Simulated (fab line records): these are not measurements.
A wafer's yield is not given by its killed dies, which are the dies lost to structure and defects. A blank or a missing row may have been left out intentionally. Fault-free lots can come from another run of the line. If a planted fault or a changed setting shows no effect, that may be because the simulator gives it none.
2 desks, one fault / flow gf180mcu / what lay behind the numbers comes last; until then each desk has only its own

AT THE TOOL OWNER'S DESK: litho_track-02
The tool's own readings at GF_TOP_METAL_COAT_09 (resist thk 1500 nm): means of the sampled wafers that have a number, for each lot that ran on this tool. A lot is out of limits, marked OUT, if its mean lies more than 4 standard deviations from the usual mean; the brackets give that distance.
Columns: A = dispense_pressure_kPa at GF_TOP_METAL_COAT_09, usual 52 kPa; B = spin_speed_rpm at GF_TOP_METAL_COAT_09, usual 3000.1 rpm
lot=L847; first seen here=day 27 18:02; A=54; B=2999.2
lot=L855; first seen here=day 30 12:03; A=54; B=3000.9
lot=L856; first seen here=day 30 21:39; A=54; B=2999.7
lot=L859; first seen here=day 31 08:42; A=54; B=2999.6
lot=L860; first seen here=day 31 21:27; A=54; B=3001.8
lot=L861; first seen here=day 32 01:39; A=54; B=3407.7 (+99 or more) OUT
lot=L867; first seen here=day 33 09:35; A=54; B=3407.2 (+99 or more) OUT
This desk finds L861, L867 out of limits, L861 being first, at day 32 01:39 (spin_speed_rpm at GF_TOP_METAL_COAT_09). Within limits: L847, L855, L856, L859, L860.

FROM THE METROLOGY DESK
What the gauges read for every lot (on any tool): the sampled wafers with a number, averaged. A lot is out of limits, marked OUT, if its mean lies more than 4 standard deviations from the usual mean; the brackets give that distance.
Columns: A = cd_nm at GF_M5_CD_MEAS_07, usual 280.2 nm; B = cd_nm at GF_TOP_METAL_CD_MEAS_14, usual 440.7 nm
lot=L847; first seen here=day 26 08:40; A=279.6; B=442.0
lot=L853; first seen here=day 28 12:45; A=282.5; B=438.4
lot=L854; first seen here=day 28 13:27; A=281.7; B=440.9
lot=L855; first seen here=day 29 04:32; A=279.4; B=439.8
lot=L856; first seen here=day 29 15:12; A=279.5; B=440.6
lot=L858; first seen here=day 30 00:04; A=279.7; B=442.5
lot=L859; first seen here=day 30 02:54; A=281.0; B=444.1
lot=L860; first seen here=day 30 16:11; A=281.9; B=438.5
lot=L861; first seen here=day 30 20:11; A=281.7; B=431.6
lot=L864; first seen here=day 31 13:55; A=279.6; B=439.1
lot=L867; first seen here=day 32 06:55; A=280.5; B=434.5
This desk found nothing out of limits on any of the 11 lots.

BROUGHT TOGETHER
An alarm could have come from the tool owner's desk at day 32 01:39, on L861, L867.
At the metrology desk, nothing out of limits was observed.
The metrology desk holds a record of L861, L867, inside its limits.
On litho_track-02, each named lot ran GF_TOP_METAL_COAT_09.

WHAT THE SIMULATOR PUT IN
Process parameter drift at GF_TOP_METAL_COAT_09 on litho_track-02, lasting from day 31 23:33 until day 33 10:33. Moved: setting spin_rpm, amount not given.
Lots struck among those shown: L861, L867.
Hours from the fault's start to each desk's first reading out of limits: the tool owner's desk, 2.
